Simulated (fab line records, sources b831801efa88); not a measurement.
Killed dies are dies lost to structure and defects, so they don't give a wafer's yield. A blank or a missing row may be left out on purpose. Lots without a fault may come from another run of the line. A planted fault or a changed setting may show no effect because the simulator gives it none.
One fault seen from 2 desks | flow sky130 | each desk has only its own numbers; what lay behind them comes last

THE TOOL OWNER'S DESK: implanter-01
The tool's own readings at SKY_VT_ADJUST_HVTR_IMPLANT_09: means of the sampled wafers that have a number, for each lot that ran on this tool. A lot is out of limits, marked OUT, if its mean lies more than 4 standard deviations from the usual mean; the brackets give that distance.
Columns: A = beam_on_s at SKY_VT_ADJUST_HVTR_IMPLANT_09, usual 10.01 s; B = end_station_pressure_torr at SKY_VT_ADJUST_HVTR_IMPLANT_09, usual 4.98e-06 Torr; C = faraday_current_uA at SKY_VT_ADJUST_HVTR_IMPLANT_09, usual 11.83
lot  | first seen here | A               | B                          | C
L213 | day 9 12:50     | 9.96            | 4.97e-06                   | 11.91
L215 | day 9 20:14     | 9.90            | 5.19e-06                   | 11.91
L221 | day 12 01:32    | 10.03           | 4.77e-06                   | 11.83
L225 | day 13 06:38    | 12.66 (+13) OUT | 1.08e-04 (+99 or more) OUT | 9.46 (-9.9) OUT
L227 | day 13 16:23    | 12.64 (+13) OUT | 1.17e-04 (+99 or more) OUT | 9.46 (-9.9) OUT
This desk's finding: out of limits on L225, L227; first on L225, day 13 06:38 (beam_on_s at SKY_VT_ADJUST_HVTR_IMPLANT_09). In limits: L213, L215, L221.

THE METROLOGY DESK
What the gauges read, lot by lot, whatever tool the lot ran on: means of the sampled wafers that have a number. A lot is out of limits, marked OUT, if its mean lies more than 4 standard deviations from the usual mean; the brackets give that distance.
Columns: A = NWELL_TW at SKY_NWELL_TW_MEAS_15, usual 1816; B = VT_ADJUST_HVTR_TW at SKY_VT_ADJUST_HVTR_TW_MEAS_11, usual 210.8; C = LDD_HVN_TW at SKY_LDD_HVN_TW_MEAS_10, usual 1440
lot  | first seen here | A    | B               | C
L213 | day 4 14:20     | 1814 | 212.7           | 1424
L214 | day 4 20:24     | 1812 | 212.4           | 1421
L215 | day 4 20:50     | 1799 | 210.3           | 1419
L216 | day 5 04:03     | 1808 | 210.2           | 1443
L220 | day 6 12:21     | 1820 | 210.7           | 1441
L221 | day 6 15:22     | 1805 | 209.0           | 1418
L225 | day 7 14:17     | 1819 | 224.9 (+12) OUT | 1446
L227 | day 7 23:16     | 1801 | 226.6 (+13) OUT | 1447
L229 | day 8 10:58     | 1804 | 212.9           | 1440
L234 | day 9 19:50     | 1836 | 209.5           | 1457
L235 | day 9 23:13     | 1813 | 209.3           | 1452
L236 | day 10 05:05    | 1821 | 210.7           | 1426
This desk's finding: out of limits on L225, L227; first on L225, day 13 06:51 (VT_ADJUST_HVTR_TW at SKY_VT_ADJUST_HVTR_TW_MEAS_11). In limits: L213, L214, L215, L216, L220, L221, L229, L234, L235, L236.

PUT TOGETHER
The tool owner's desk could have raised an alarm at day 13 06:38, on L225, L227.
The metrology desk could have raised an alarm at day 13 06:51, on L225, L227.
Of the lots named, all ran SKY_VT_ADJUST_HVTR_IMPLANT_09 on implanter-01.

WHAT THE SIMULATOR HAD PUT IN
Process parameter drift: implanter-01, from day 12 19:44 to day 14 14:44, at SKY_VT_ADJUST_HVTR_IMPLANT_09. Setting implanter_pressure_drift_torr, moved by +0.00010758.
Process parameter drift: implanter-01, from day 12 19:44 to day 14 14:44, at SKY_VT_ADJUST_HVTR_IMPLANT_09. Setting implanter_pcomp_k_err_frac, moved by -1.
Lots struck among those shown: L225, L227.
Hours from the fault's start to each desk's first reading out of limits: the tool owner's desk, 11; the metrology desk, 11.
